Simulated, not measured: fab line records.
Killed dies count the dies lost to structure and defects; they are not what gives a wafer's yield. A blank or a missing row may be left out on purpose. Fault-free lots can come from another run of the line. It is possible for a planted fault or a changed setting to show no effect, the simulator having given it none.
Matching of chambers | flow gf180mcu | GF_V1_CMP_26 on cmp-02 has 4 sister chambers
The step polishes, stops on SiO2, t overpolish 15 s, target thk 0 nm. 4 wafers are shown with their chamber, then 8 later ones without.

== EACH WAFER AND ITS CHAMBER ==
wafer  | chamber | motor-current-A (A)
L701.2 | 2       | 12.6
L703.5 | 3       | 12.0
L703.6 | 0       | 10.7
L704.1 | 1       | 9.2

== WAFERS WITHOUT THEIR CHAMBER ==
wafer  | motor-current-A (A)
L704.4 | 10.3
L704.6 | 11.4
L713.1 | 9.5
L713.3 | 12.2
L713.6 | 12.7
L714.2 | 9.9
L714.3 | 9.0
L714.4 | 11.6

== WHICH CHAMBER EACH ONE RAN IN ==
wafer  | from the rows above          | in truth
L704.4 | can't be placed: 0 or 1      | 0
L704.6 | can't be placed: 3 or 0 or 2 | 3
L713.1 | 1                            | 1
L713.3 | can't be placed: 3 or 2      | 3
L713.6 | can't be placed: 2 or 3      | 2
L714.2 | can't be placed: 1 or 0      | 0
L714.3 | 1                            | 1
L714.4 | can't be placed: 3 or 0 or 2 | 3
Placed correctly: 2 of 8. These rows do not allow placing 6 (true chamber among the candidates in 6). Placed wrongly: 0.
How it was worked out, from the rows above alone: a wafer's distance from a chamber is the root of the sum, over the readings, of the square of ((its reading less the chamber's mean) divided by the reading's scatter). The wafer belongs to the nearest chamber; if the next one is less than 2 further off, it can't be placed. A chamber's mean is the mean of its shown wafers. The scatter (one wafer shown for each chamber): square how far every hidden wafer sits from the nearest shown wafer, average those squares and take the square root.
